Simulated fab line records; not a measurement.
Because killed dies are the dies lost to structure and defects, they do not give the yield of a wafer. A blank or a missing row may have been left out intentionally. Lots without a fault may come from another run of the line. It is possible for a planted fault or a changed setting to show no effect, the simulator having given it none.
Lot-split experiment | flow sky130 | 23 wafers read across 5 lots, on a route 708 steps long

SPLIT DETAILS
At SKY_CAP2M_DEVELOP_11 (develop time 60 s), the setting dev_temp_c was moved away from the recipe's 23 C on 10 of the 23 wafers read, by -8.7% to +14.5%. The other wafers ran this setting at the recipe's value.

The file shows no step between the split and the reading.

THE READING
CAP2M.cd_nm (the simulator's own value, which no gauge read), in nm, at SKY_CAP2M_METAL_ETCH_13 (etches TiN in Cl2/BCl3, stops on SiO2, target depth 220 nm, time 62.9 s). There is no usual value for it anywhere in the file. Average 1000.2 nm, standard deviation 2.1 nm, over the 13 wafers here run with the recipe.

wafer  | tool, chamber at the split | dev_temp_c as run, C | against the recipe | CAP2M.cd_nm, nm | against lot-mates on the recipe
L074.1 | litho_track-03, 0          | 23                   | recipe             | 999.7           | -
L074.2 | litho_track-03, 0          | 20.99                | -8.7%              | 991.2           | -7.6
L074.3 | litho_track-03, 0          | 20.99                | -8.7%              | 990.4           | -8.5
L074.5 | litho_track-03, 0          | 23                   | recipe             | 998             | -
L074.6 | litho_track-03, 0          | 20.99                | -8.7%              | 992.6           | -6.2
L075.1 | litho_track-03, 0          | 23                   | recipe             | 1001            | -
L075.3 | litho_track-03, 0          | 26.33                | +14.5%             | 1010            | +9.7
L075.4 | litho_track-03, 0          | 26.33                | +14.5%             | 1014            | +13.7
L075.5 | litho_track-03, 0          | 23                   | recipe             | 998             | -
L075.6 | litho_track-03, 0          | 23                   | recipe             | 1002            | -
L077.1 | litho_track-01, 0          | 22.01                | -4.3%              | 993             | -6.7
L077.2 | litho_track-01, 0          | 23                   | recipe             | 999.4           | -
L077.4 | litho_track-01, 0          | 23                   | recipe             | 1000            | -
L077.5 | litho_track-01, 0          | 22.01                | -4.3%              | 993.7           | -6.0
L077.6 | litho_track-01, 0          | 22.01                | -4.3%              | 996.8           | -2.9
L081.1 | litho_track-01, 0          | 23                   | recipe             | 1002            | -
L081.3 | litho_track-01, 0          | 23                   | recipe             | 1001            | -
L081.4 | litho_track-01, 0          | 23                   | recipe             | 1005            | -
L085.1 | litho_track-03, 0          | 23                   | recipe             | 997.3           | -
L085.2 | litho_track-03, 0          | 21.35                | -7.2%              | 994             | -5.0
L085.3 | litho_track-03, 0          | 21.35                | -7.2%              | 992.9           | -6.1
L085.4 | litho_track-03, 0          | 23                   | recipe             | 997.7           | -
L085.5 | litho_track-03, 0          | 23                   | recipe             | 1002            | -

FIT RESULTS
A straight line over all 23 wafers: CAP2M.cd_nm changes by +0.907 nm for each +1% of dev_temp_c; r = +0.94; the points scatter about the line by 2.1 nm.
The same after taking each lot's own level away (the mean of its wafers on the recipe; 23 wafers): +0.836 nm for each +1%; r = +0.95; scatter 1.7 nm.
On that fit, the largest move of dev_temp_c shifts the reading by 12 nm.
The span of the lots' own levels, 998.85 to 1002.67 nm, comes to 1.8 times the standard deviation stated above.
Consequently the slope shifts little with the lot-to-lot level, the two slopes agreeing.
Check: with one of the wafers moved furthest among these (+14.5%) left out of the fit, the line predicts +13.1 nm for it against its lot-mates. It came out at +9.67 nm against them.

ADDITIONAL SPLITS CARRIED BY THESE WAFERS
Before the reading, these wafers also passed through other splits. Each is held against what the fit with the lots' levels taken away leaves over:
other split on the same wafers          | wafers away from the commonest value | r with CAP2M.cd_nm (lot level and that fit taken away)
SKY_VIA2_ETCH_14 source_w               | 11                                   | +0.16
SKY_CAPM_SPUTTER_02 time_s              | 9                                    | +0.38
SKY_CAPM_SOFTBAKE_08 temp_c             | 9                                    | +0.05
SKY_METAL3_METAL_ETCH_18 bias_w         | 6                                    | -0.23
SKY_VIA3_ETCH_15 time_s                 | 12                                   | +0.11
SKY_VIA3_SPUTTER_20 chamber_pressure_pa | 18                                   | +0.09

FILE'S OWN FIT
CAP2M.cd_nm changes by +0.831 nm for each +1% of dev_temp_c, r = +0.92.
